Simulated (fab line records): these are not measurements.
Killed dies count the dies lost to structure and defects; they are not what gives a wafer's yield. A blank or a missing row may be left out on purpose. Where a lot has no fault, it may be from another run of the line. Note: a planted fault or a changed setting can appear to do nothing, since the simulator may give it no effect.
A lot that was struck, set against a sound lot | flow sfq line | 41 out of 325 route steps
Sound: these wafers, L620.1, L620.4, L620.6. Wafers L609.2, L609.3, L609.6 were the ones struck. The cause is given at the end.
Each step with rows lists, per side, the tool, then ch with its chambers, then its first start. Under that, the readings that differ: sound wafers | struck wafers | difference of the means | sigmas: that difference in standard deviations of wafers without a fault.
alike: same words and numbers on both sides, and readings whose means sit less than 2 such deviations apart. not compared: any withheld reading, any reading some wafer has no value for, any bound like >300 that may hide the same value, and any number with overlapping values for which the record gives no deviation.
The two part at a step that has a row with sigmas, a row that says differs or no value, or rows on one side only. Numbers that have no deviation but don't overlap get no sigmas and don't part them. Lack of a reading on every wafer of one side parts them only where that side has two or more wafers.

SFQ_C5_OVL_MEAS_937:
  sound on overlay-02, day 76 13:54; struck on overlay-02, day 72 08:06
  alike: C5_OVL
SFQ_TRILAYER_C5_BARC_OPEN_VIA_ETCH_210: etches BARC in O2, target depth 125 nm, time 41.7 s.
  sound on rie diel-04 ch 0,2, day 76 13:56; struck on rie diel-01 ch 1,2,3, day 72 08:08
  alike: drypump motor current A, oes product au
  not compared: rf hours counter h
SFQ_TRILAYER_C5_ETCH_VIA_ETCH_154: etches SiO2 in CHF3, stops on Nb, target depth 84 nm.
  sound on rie diel-04 ch 0,2, day 76 13:59; struck on rie diel-01 ch 1,2,3, day 72 08:10
  alike: drypump motor current A, oes product au
SFQ_TRILAYER_C5_STRIP_STRIP_155: strips in O2.
  sound on rie metal-02 ch 1, day 76 14:01; struck on rie metal-03 ch 1, day 72 08:13
  reading                     | sound       | struck      | difference | sigmas
  drypump motor current A (A) | 4.8 4.8 4.8 | 6.2 6.2 6.2 | +1.4       | +3
  alike: oes product au
  not compared: rf hours counter h
then, 3 steps without rows for these wafers: SFQ_TRILAYER_C5_STRIP_SOLV_CLEAN_156 (cleans in NMP, time 600 s); SFQ_TRILAYER_M6_DEP_PRE_CLEAN_158 (time 22.5 s); SFQ_TRILAYER_M6_DEP_SPUTTER_157 (material Nb, target thk 200 nm, time 133.3 s).
SFQ_M6_RS_MEAS_938: the measuring method here is four-point-probe.
  sound on film metro-04, day 76 14:55; struck on film metro-04, day 72 09:08
  alike: M6_NB_RS
then, 3 steps without rows for these wafers: SFQ_TRILAYER_M6_LITHO_COAT_164 (resist thk 62 nm); SFQ_TRILAYER_M6_LITHO_COAT_159 (resist thk 600 nm); SFQ_TRILAYER_M6_LITHO_SOFTBAKE_163.
SFQ_TRILAYER_M6_LITHO_EXPOSE_160: exposes mask M6, target cd 500 nm.
  sound on krf scanner-02 ch 0, day 79 08:06; struck on krf scanner-01 ch 0, day 72 10:15
  reading                    | sound             | struck            | difference | sigmas
  model.M6.overlay x nm (nm) | 5.789 5.789 5.789 | 96.56 96.56 96.56 | +90.77     |
  alike: mask
then, 2 steps without rows for these wafers: SFQ_TRILAYER_M6_LITHO_PEB_162 (peb time 60 s); SFQ_TRILAYER_M6_LITHO_DEVELOP_161 (time 60 s).
SFQ_M6_OVL_MEAS_940:
  sound on overlay-02, day 79 09:36; struck on overlay-02, day 72 11:33
  reading     | sound   | struck     | difference | sigmas
  M6_OVL (nm) | 5 10 18 | 105 96 102 | +90        | +16
then, 4 steps without rows for these wafers: SFQ_TRILAYER_M6_BARC_OPEN_METAL_ETCH_206 (etches BARC in O2, target depth 125 nm, time 41.7 s); SFQ_TRILAYER_M6_ETCH_METAL_ETCH_162 (etches Nb in Cl2/Ar, stops on SiO2, target depth 240 nm, time 120 s); SFQ_TRILAYER_M6_STRIP_STRIP_163 (strips in O2); SFQ_TRILAYER_M6_STRIP_SOLV_CLEAN_164 (cleans in NMP, time 600 s).
SFQ_TRILAYER_I6_DEP_PECVD_165: deposits SiO2 from SiH4/N2O, time 111.11 s, target thk 500 nm.
  sound on pecvd-04 ch 0,1,2, day 79 10:36; struck on pecvd-04 ch 0,1, day 72 12:48
  alike: heater power w, showerhead vpp V, throttle valve pct
then, 1 step without rows for these wafers: SFQ_TRILAYER_I6_CMP_CMP_166 (polishes SiO2).
SFQ_I6_BOW_MEAS_941:
  sound on film metro-01, day 79 18:34; struck on film metro-02, day 72 17:26
  alike: I6_BOW
then, 7 steps without rows for these wafers: SFQ_TRILAYER_I6_METRO_MEASURE_167; SFQ_TRILAYER_I6_VIA_LITHO_COAT_174 (resist thk 61.66 nm); SFQ_TRILAYER_I6_VIA_LITHO_COAT_169 (resist thk 650 nm); SFQ_TRILAYER_I6_VIA_LITHO_SOFTBAKE_173; SFQ_TRILAYER_I6_VIA_LITHO_EXPOSE_170 (exposes mask I6, target cd 700 nm); SFQ_TRILAYER_I6_VIA_LITHO_PEB_172 (peb time 60 s); SFQ_TRILAYER_I6_VIA_LITHO_DEVELOP_171 (time 60 s).
-- the record jumps here: 4 days lie between the struck wafers' starts before and after --
SFQ_I6_OVL_MEAS_942:
  sound on overlay-02, day 83 09:27; struck on overlay-01, day 77 00:12
  alike: I6_OVL
then, 5 steps without rows for these wafers: SFQ_TRILAYER_I6_VIA_BARC_OPEN_VIA_ETCH_235 (etches BARC in O2, target depth 125 nm, time 41.7 s); SFQ_TRILAYER_I6_VIA_ETCH_VIA_ETCH_172 (etches SiO2 in CHF3, stops on Nb, target depth 260 nm); SFQ_TRILAYER_I6_VIA_STRIP_STRIP_173 (strips in O2); SFQ_TRILAYER_I6_VIA_STRIP_SOLV_CLEAN_174 (cleans in NMP, time 600 s); SFQ_TRILAYER_M7_DEP_PRE_CLEAN_176 (time 22.5 s).
SFQ_TRILAYER_M7_DEP_SPUTTER_175: material Nb, target thk 200 nm, time 133.3 s.
  sound on pvd sputter-06, day 83 10:26; struck on pvd sputter-06, day 77 01:47
  alike: cathode dc power W, throttle valve pct
SFQ_M7_RS_MEAS_943: the measuring method here is four-point-probe.
  sound on film metro-03, day 83 10:32; struck on film metro-01, day 77 01:53
  alike: M7_NB_RS
then, 3 steps without rows for these wafers: SFQ_TRILAYER_M7_LITHO_COAT_182 (resist thk 62 nm); SFQ_TRILAYER_M7_LITHO_COAT_177 (resist thk 600 nm); SFQ_TRILAYER_M7_LITHO_SOFTBAKE_181.
-- the record jumps here: 4 days lie between the struck wafers' starts before and after --
SFQ_M8_BOW_MEAS_951:
  sound on film metro-04, day 87 16:09; struck on film metro-03, day 81 07:01
  alike: M8_BOW
  not compared: model.etest.i5.link ohm

## WHERE THEY PART
Earliest at SFQ_TRILAYER_C5_STRIP_STRIP_155; latest, in this record, at SFQ_M6_OVL_MEAS_940. Later steps at which nothing parts them and some readings are alike: SFQ_TRILAYER_I6_DEP_PECVD_165, SFQ_I6_BOW_MEAS_941, SFQ_I6_OVL_MEAS_942, SFQ_TRILAYER_M7_DEP_SPUTTER_175, SFQ_M7_RS_MEAS_943, SFQ_M8_BOW_MEAS_951.

WHY: whatever the simulator had introduced
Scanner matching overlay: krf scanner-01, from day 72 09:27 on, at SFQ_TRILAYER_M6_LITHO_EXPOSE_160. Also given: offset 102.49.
